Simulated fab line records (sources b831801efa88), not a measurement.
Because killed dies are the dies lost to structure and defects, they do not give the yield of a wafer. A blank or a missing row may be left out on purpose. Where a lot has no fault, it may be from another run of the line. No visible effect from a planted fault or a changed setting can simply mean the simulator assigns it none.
The tool behind it: which one? | flow sfq line | 15 lots, 45 wafers sampled, at 5 steps of a route of 325

WHAT EACH GAUGE READ, for each wafer
SFQ_M2_OVL_MEAS_916.
lot  | measured     | on         | M2_OVL (nm)
L852 | day 18 13:43 | overlay-02 | -2 -9 -8
L853 | day 18 23:20 | overlay-02 | 1 2 5
L854 | day 19 13:31 | overlay-02 | 3 -3 1
L855 | day 19 23:07 | overlay-01 | -5 -7 -11
L856 | day 20 01:32 | overlay-02 | -5 3 -1
L857 | day 20 13:04 | overlay-02 | -3 -5 3
L858 | day 21 01:25 | overlay-02 | 0 -4 4
L859 | day 21 06:13 | overlay-01 | -1 3 1
L860 | day 21 12:13 | overlay-02 | 5 1 2
L861 | day 22 06:13 | overlay-02 | -1 -5 -1
L863 | day 23 09:56 | overlay-01 | -6 -9 -10
L872 | day 26 22:11 | overlay-01 | 0 -10 -10
L873 | day 27 11:44 | overlay-02 | -4 -4 -5
L874 | day 27 20:08 | overlay-02 | 2 8 -3
L875 | day 29 13:29 | overlay-01 | 7 8 4

SFQ_I3_BOW_MEAS_922.
lot  | measured     | on            | I3_BOW (um)
L852 | day 26 09:38 | film metro-03 | 19 9 11
L853 | day 26 15:40 | film metro-03 | 4 0 -2
L854 | day 27 11:32 | film metro-03 | 10 -2 23
L855 | day 27 18:38 | film metro-02 | 19 5 2
L856 | day 28 00:40 | film metro-03 | -10 8 0
L857 | day 29 14:23 | film metro-01 | -8 -7 -11
L858 | day 30 10:10 | film metro-01 | 0 1 3
L859 | day 30 17:35 | film metro-01 | -2 -3 -13
L860 | day 31 14:35 | film metro-02 | -11 -6 -11
L861 | day 32 21:59 | film metro-02 | 3 9 9
L863 | day 33 16:14 | film metro-01 | -5 -7 -8
L872 | day 35 19:59 | film metro-02 | 3 10 9
L873 | day 36 06:10 | film metro-02 | 1 10 4
L874 | day 36 09:10 | film metro-01 | -7 -5 -10
L875 | day 37 04:22 | film metro-01 | 27 13 20

WHAT TOOL EACH LOT RAN ON (gives the tool, then ch and the chambers of the sampled wafers, and finally the start)
lot  | SFQ_TRILAYER_L0_CAP_PECVD_011  | SFQ_TRILAYER_L0_VIA_ETCH_VIA_ETCH_016 | SFQ_TRILAYER_M3_STRIP_STRIP_079
L852 | pecvd-04 ch 0,1,2, day 3 15:04 | rie diel-04 ch 1,2,3, day 5 02:59     | rie metal-01 ch 0,1, day 25 23:20
L853 | pecvd-01 ch 0,2, day 3 19:52   | rie diel-04 ch 0,1,3, day 5 10:11     | rie metal-01 ch 0,1, day 26 05:32
L854 | pecvd-04 ch 0,1,2, day 4 01:52 | rie diel-03 ch 0,1,2, day 5 13:47     | rie metal-02 ch 0,1, day 26 23:37
L855 | pecvd-02 ch 0,1, day 4 05:28   | rie diel-03 ch 0,1,2, day 5 17:23     | rie metal-02 ch 0,1, day 27 10:45
L856 | pecvd-02 ch 1,2, day 4 09:04   | rie diel-03 ch 1,2,3, day 6 00:35     | rie metal-01 ch 0,1, day 27 14:33
L857 | pecvd-04 ch 0,2, day 4 15:04   | rie diel-03 ch 0,1,3, day 6 05:29     | rie metal-01 ch 0,1, day 29 08:45
L858 | pecvd-01 ch 1,2, day 4 23:28   | rie diel-03 ch 1,2,3, day 6 12:41     | rie metal-02 ch 0,1, day 30 00:21
L859 | pecvd-04 ch 0,1, day 5 04:16   | rie diel-04 ch 1,2,3, day 6 17:32     | rie metal-01 ch 0,1, day 30 07:39
L860 | pecvd-02 ch 0,1,2, day 5 10:16 | rie diel-03 ch 2,3, day 6 22:17       | rie metal-01 ch 0,1, day 31 08:08
L861 | pecvd-04 ch 0,2, day 5 16:04   | rie diel-03 ch 0,1,3, day 7 04:17     | rie metal-04 ch 0,1, day 32 00:52
L863 | pecvd-02 ch 0,1,2, day 6 10:25 | rie diel-03 ch 0,1,3, day 7 22:17     | rie metal-01 ch 1, day 33 01:40
L872 | pecvd-02 ch 0,1,2, day 8 15:07 | rie diel-03 ch 0,2,3, day 10 21:11    | rie metal-01 ch 0,1, day 35 16:07
L873 | pecvd-02 ch 0,1,2, day 8 22:19 | rie diel-04 ch 0,1,3, day 11 01:59    | rie metal-01 ch 0,1, day 36 00:34
L874 | pecvd-01 ch 0,1, day 9 00:43   | rie diel-03 ch 1,2,3, day 11 05:35    | rie metal-02 ch 0,1, day 36 02:55
L875 | pecvd-01 ch 0,1,2, day 9 05:31 | rie diel-04 ch 0,2,3, day 11 11:35    | rie metal-04 ch 0,1, day 37 00:31
- SFQ_TRILAYER_L0_CAP_PECVD_011: deposits SiO2 from SiH4/N2O, time 13.333 s, target thk 60 nm.
- SFQ_TRILAYER_L0_VIA_ETCH_VIA_ETCH_016: etches SiO2 in CHF3, stops on MoNx KI, target depth 80 nm.
- SFQ_TRILAYER_M3_STRIP_STRIP_079: strips in O2.

AS READ BY THE TOOLS THEMSELVES (means over the sampled wafers that have a number; for cases with no such wafer, the mark the record gives instead)
SFQ_TRILAYER_L0_CAP_PECVD_011.
lot  | tool     | heater power outer w (W) | heater power w (W) | rf fwd power W (W) | throttle valve pct (%)
L852 | pecvd-04 | 22                       | 74                 | 179.3              | 23.6
L853 | pecvd-01 | 24                       | 73                 | 180.6              | 24.9
L854 | pecvd-04 | 26                       | 78                 | 178.9              | 23.8
L855 | pecvd-02 | 22                       | 83                 | 179.8              | 26.7
L856 | pecvd-02 | 20                       | 72                 | 180.0              | 25.9
L857 | pecvd-04 | 21                       | 79                 | 179.9              | 23.5
L858 | pecvd-01 | 24                       | 69                 | 180.9              | 24.6
L859 | pecvd-04 | 29                       | 89                 | 179.9              | 23.7
L860 | pecvd-02 | 23                       | 79                 | 179.7              | 26.3
L861 | pecvd-04 | 22                       | 73                 | 179.4              | 23.6
L863 | pecvd-02 | 21                       | 76                 | 179.6              | 26.4
L872 | pecvd-02 | 23                       | 78                 | 179.8              | 26.3
L873 | pecvd-02 | 22                       | 78                 | 179.6              | 26.3
L874 | pecvd-01 | 28                       | 79                 | 180.2              | 24.8
L875 | pecvd-01 | 27                       | 75                 | 180.6              | 24.8

SFQ_TRILAYER_L0_VIA_ETCH_VIA_ETCH_016.
lot  | tool        | chamber pressure mTorr (mTorr) | drypump motor current A (A) | oes product au (a.u.) | rf fwd power W (W)
L852 | rie diel-04 | 29.983                         | 5.6                         | 0.845                 | 496.7
L853 | rie diel-04 | 29.980                         | 5.3                         | 0.840                 | 495.1
L854 | rie diel-03 | 29.982                         | 5.8                         | 0.844                 | 492.6
L855 | rie diel-03 | 30.010                         | 5.7                         | 0.833                 | 496.2
L856 | rie diel-03 | 30.002                         | 5.5                         | 0.840                 | 495.1
L857 | rie diel-03 | 30.007                         | 5.6                         | 0.845                 | 496.0
L858 | rie diel-03 | 29.977                         | 5.5                         | 0.840                 | 496.4
L859 | rie diel-04 | 30.002                         | 5.6                         | 0.854                 | 496.3
L860 | rie diel-03 | 30.023                         | 5.3                         | 1.008                 | 494.6
L861 | rie diel-03 | 29.992                         | 5.6                         | 1.021                 | 493.8
L863 | rie diel-03 | 29.960                         | 5.6                         | 1.011                 | 494.6
L872 | rie diel-03 | 30.017                         | 5.5                         | 0.844                 | 494.9
L873 | rie diel-04 | 29.998                         | 5.2                         | 0.840                 | 494.0
L874 | rie diel-03 | 30.029                         | 5.5                         | 0.850                 | 495.7
L875 | rie diel-04 | 30.048                         | 5.5                         | 0.845                 | 497.5

SFQ_TRILAYER_M3_STRIP_STRIP_079.
lot  | tool         | chamber pressure mTorr (mTorr) | drypump motor current A (A) | oes product au (a.u.)
L852 | rie metal-01 | 49.97                          | 6.3                         | 0.998
L853 | rie metal-01 | 50.03                          | 6.4                         | 0.996
L854 | rie metal-02 | 49.99                          | 5.1                         | 0.995
L855 | rie metal-02 | 49.99                          | 5.0                         | 1.000
L856 | rie metal-01 | 50.02                          | 6.3                         | 0.996
L857 | rie metal-01 | 50.04                          | 6.3                         | 1.010
L858 | rie metal-02 | 49.97                          | 5.0                         | 0.992
L859 | rie metal-01 | 50.05                          | 6.4                         | 1.004
L860 | rie metal-01 | 49.98                          | 6.4                         | 1.001
L861 | rie metal-04 | 50.04                          | 6.3                         | 1.001
L863 | rie metal-01 | 50.01                          | 6.2                         | 0.982
L872 | rie metal-01 | 49.99                          | 6.3                         | 0.988
L873 | rie metal-01 | 49.95                          | 6.4                         | 0.991
L874 | rie metal-02 | 50.01                          | 4.8                         | 1.001
L875 | rie metal-04 | 49.99                          | 5.9                         | 1.012

THE ANSWER, worked out from the rows above alone
Rule: usual is defined by the lots themselves. The widest of any qualifying gaps counts: lots, ordered by their means at a reading, are off when they make up no more than a third of the lots, leave a main group of 4 or more, and stand apart from it by 3 or more times the standard deviation of that group's means. A main group is skipped when, at the precision printed for the reading in the tables above, its means are all equal. Also off: a lot with no number at a reading for which 4 or more lots have one. All remaining lots with rows at the step are treated as sound. After the gauges, taken in route order, come the tools' own readings; for these a lot's mean is taken, as printed above. The first step at which some lot is off is used, and at that step the reading that is off furthest; a lot without a number counts as furthest.
Off: L860, L861, L863 (SFQ_TRILAYER_L0_VIA_ETCH_VIA_ETCH_016, oes product au). The main group has a mean of 0.843 a.u. with a standard deviation of 0.0052.
If a tool, at that step or one of the process steps before it, ran each lot that is off and ran no sound lot following the first of them, it fits. Of those tried, none fits.

WHAT THE SIMULATOR PUT IN
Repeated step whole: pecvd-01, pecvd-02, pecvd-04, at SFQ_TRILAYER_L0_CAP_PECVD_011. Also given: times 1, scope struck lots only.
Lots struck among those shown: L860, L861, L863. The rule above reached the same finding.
